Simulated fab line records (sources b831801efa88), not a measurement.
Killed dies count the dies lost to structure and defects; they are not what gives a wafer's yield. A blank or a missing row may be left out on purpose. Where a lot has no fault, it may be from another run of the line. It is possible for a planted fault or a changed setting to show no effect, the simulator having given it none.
Which tool was responsible?	flow gf180mcu	13 lots, 39 wafers sampled, at 3 steps of a route of 602

WHAT THE GAUGES SHOWED, per wafer
GF_HV_LDD_CD_MEAS_46: the cd target is 400 nm. Usual: cd_nm reads 402.3 nm (standard deviation 2.8).
lot	measured	on	cd_nm (nm)	flag
L706	day 12 12:51	cd_sem-01	405.1 402.9 402.8	
L707	day 12 20:58	cd_sem-01	403.2 404.5 398.5	
L708	day 13 04:19	cd_sem-02	399.4 400.7 400.2	
L710	day 13 18:05	cd_sem-01	404.5 406.3 404.7	
L713	day 15 05:35	cd_sem-01	404.0 401.6 403.5	
L714	day 16 00:02	cd_sem-02	405.3 405.9 404.8	
L717	day 16 19:41	cd_sem-02	399.5 400.3 399.1	
L716	day 16 21:29	cd_sem-01	402.2 402.5 401.8	
L719	day 16 23:38	cd_sem-02	399.9 396.6 400.3	
L718	day 17 02:02	cd_sem-02	405.5 406.5 406.7	
L723	day 18 10:08	cd_sem-01	401.9 402.5 402.1	
L725	day 18 22:29	cd_sem-01	407.9 407.6 408.6	
L726	day 19 08:01	cd_sem-02	405.8 404.1 404.4	

GF_HV_LDD_RS_MEAS_53: uses a four-point probe to measure. Usual: HV_LDD_RS typically reads 418.6 ohm/sq, with standard deviation 0.88.
lot	measured	on	HV_LDD_RS (ohm/sq)	flag
L706	day 12 13:26	film_metro-01	418.9 417.8 419.3	
L707	day 12 21:36	film_metro-03	417.9 416.7 416.9	
L708	day 13 04:54	film_metro-01	418.8 418.6 419.1	
L710	day 13 18:40	film_metro-03	416.4 417.3 416.2	
L713	day 15 06:11	film_metro-01	418.0 418.1 417.9	
L714	day 16 00:38	film_metro-01	419.2 418.9 419.5	
L717	day 16 20:17	film_metro-03	418.5 419.2 417.8	
L716	day 16 22:05	film_metro-04	417.5 418.1 417.6	
L719	day 17 00:14	film_metro-01	418.8 418.7 418.8	
L718	day 17 02:38	film_metro-04	417.4 418.3 417.9	
L723	day 18 10:44	film_metro-03	424.4 424.3 425.1	OFF
L725	day 18 23:05	film_metro-04	419.3 417.7 418.2	
L726	day 19 08:36	film_metro-03	423.0 422.8 423.7	OFF

WHICH TOOL RAN EACH LOT (tool, then ch and the chambers of the sampled wafers, then the start)
lot	GF_HV_LDD_IMPLANT_09
L706	implanter-03 ch 0, day 10 03:38
L707	implanter-02 ch 0, day 10 11:50
L708	implanter-02 ch 0, day 10 18:46
L710	implanter-03 ch 0, day 11 07:23
L713	implanter-03 ch 0, day 12 16:14
L714	implanter-02 ch 0, day 13 07:09
L717	implanter-03 ch 0, day 14 02:15
L716	implanter-02 ch 0, day 14 02:33
L719	implanter-03 ch 0, day 14 06:17
L718	implanter-02 ch 0, day 14 08:00
L723	implanter-02 ch 0, day 15 14:20
L725	implanter-03 ch 0, day 16 01:54
L726	implanter-02 ch 0, day 16 09:56
- GF_HV_LDD_IMPLANT_09

WHAT THE TOOLS THEMSELVES READ (means of the sampled wafers that have a number; where no wafer has one, the mark that the record gives instead)
GF_HV_LDD_IMPLANT_09. Usual: beam_energy_keV 40.000, standard deviation 0.012; dose_ions_cm2 1.0001e+14, standard deviation 9.6e+10.
lot	tool	beam_energy_keV	dose_ions_cm2	flag
L706	implanter-03	40.018	9.9937e+13	
L707	implanter-02	39.991	9.9933e+13	
L708	implanter-02	40.004	1.0007e+14	
L710	implanter-03	39.980	1.0005e+14	
L713	implanter-03	40.007	1.0014e+14	
L714	implanter-02	39.990	1.0003e+14	
L717	implanter-03	40.005	1.0005e+14	
L716	implanter-02	40.013	9.9940e+13	
L719	implanter-03	40.001	9.9943e+13	
L718	implanter-02	39.998	1.0013e+14	
L723	implanter-02	39.998	9.7650e+13	OFF
L725	implanter-03	39.987	1.0005e+14	
L726	implanter-02	39.998	9.7647e+13	OFF

THE ANSWER, worked out from the rows above alone
Rule: take the mean of a lot's wafers that have a number; if it is more than 3 standard deviations from the usual mean, the lot is off. Also off: a lot with no number at a reading for which 4 or more lots have one. Where the step has rows for the other lots, those lots are counted as sound. Order of review: gauges by route order, followed by the tools' own readings, for which a lot's mean as printed above is used. The first step at which some lot is off is used, and at that step the reading that is off furthest; a lot without a number counts as furthest.
Off: at GF_HV_LDD_RS_MEAS_53 (HV_LDD_RS), L723, L726.
If a tool, at a process step before that reading, ran all the lots that are off and no sound lot after the first of them, it fits. The gauges at GF_HV_LDD_RS_MEAS_53 aren't tried: what is off there is off at GF_HV_LDD_IMPLANT_09 too, on other tools, and a gauge's error can't cause that. One fits: implanter-02 at GF_HV_LDD_IMPLANT_09. A fault onset in the window from L718 (day 14 08:00, its last sound lot) to L723 (day 15 14:20, its first lot off) fits.
The tool's own readings at GF_HV_LDD_IMPLANT_09 bear it out: on the lots that are off they differ by more than 5 times the standard deviation of the sound lots' means. dose_ions_cm2 reads 9.7648e+13 there against 1.0002e+14 on the sound lots.

WHAT THE SIMULATOR HAD INSERTED
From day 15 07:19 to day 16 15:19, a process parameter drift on implanter-02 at GF_HV_LDD_IMPLANT_09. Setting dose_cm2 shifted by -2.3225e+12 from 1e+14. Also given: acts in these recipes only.
Lots struck among those shown: L723, L726. The rule above reached the same finding.
